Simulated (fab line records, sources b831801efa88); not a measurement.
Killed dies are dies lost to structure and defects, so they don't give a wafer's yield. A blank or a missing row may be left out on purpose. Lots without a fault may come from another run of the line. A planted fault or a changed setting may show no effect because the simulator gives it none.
Problem report in the 8D (eight disciplines) form, filled by code | flow gf180mcu | the parts of the form that need people (team, actions taken, sign-off) are left out

1. THE PROBLEM
LVPWELL_RS at GF_VT_IMPLANT_RS_MEAS_48 reads a mean of 1244.2 ohm/sq on 1 wafer of 1 lot; wafers without a fault read 1198.7 ohm/sq with a standard deviation of 2.9. That is +16 standard deviations from the usual mean.
The step: measures by four-point-probe.
First seen on wafer L745.5, day 10 16:29, on film_metro-03. The record holds 39 wafers of 13 lots with a number at this step. Rule for "out", or "out of limits": more than 4 standard deviations from the usual mean. The other wafers with a number count as sound.

2. WHAT IT IS AND WHAT IT IS NOT
question                    | is                | is not
which readings at this step | LVPWELL_RS        | -
which lots                  | L745              | L735, L736, L739, L747, L748, L749, L752, L753, L754, L755, L756, L757
which wafers of those lots  | L745.5            | L745.2, L745.4
read on which gauges        | film_metro-03     | film_metro-01, film_metro-04
when                        | from day 10 16:29 | up to then (11 sound wafers); but 27 sound wafers of L747, L748, L749, L752, L753, L754, L755, L756, L757 came after

3. SUSPECTS, AND WHAT RULES EACH OUT
Counting: a tool at a process step up to the reading stays a suspect if it ran every lot that is out. Sound lots after the first of them don't rule it out here, since some wafers of a struck lot are sound.
- the gauge at GF_VT_IMPLANT_RS_MEAS_48: kept. All the wafers that are out were read on film_metro-03, and no step on other tools shows them out.
- implanter-03 at GF_LVPWELL_IMPLANT_09: kept. It ran the lot that is out, L745 (day 6 08:02); its last sound lot up to then is L736 (day 4 07:08).
Left after counting: implanter-03 at GF_LVPWELL_IMPLANT_09, film_metro-03 at GF_VT_IMPLANT_RS_MEAS_48.

4. THE CAUSE (what the simulator had put in)
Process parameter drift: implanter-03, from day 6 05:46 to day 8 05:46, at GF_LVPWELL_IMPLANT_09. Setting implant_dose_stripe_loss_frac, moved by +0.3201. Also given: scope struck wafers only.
Counting left 2 suspects, and this tool is among them.

5. THE CHAIN OF EFFECTS, in route order
Each row: a reading whose mean over the struck wafers that have a number lies more than 3 standard deviations from the usual. Only readings for which the record gives a usual standard deviation are gone through. hours: the time from each lot's start at the first step in this table that gives one to its start at this step, as a median over the lots. sigmas: the change in usual standard deviations.
hours | step                     | reading    | usual         | on struck wafers | change | sigmas
0     | GF_VT_IMPLANT_RS_MEAS_48 | LVPWELL_RS | 1198.7 ohm/sq | 1244.2           | +45.5  | +16

6. WHAT WOULD HAVE CAUGHT IT SOONER
In this record the first reading out of limits at a measuring or inspecting step was taken at day 10 16:29, 107 hours after the fault began at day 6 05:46.
All the lots that are out (1) had begun GF_LVPWELL_IMPLANT_09 on implanter-03 by day 10 16:29. A hold on the tool at that time would have spared none of them.
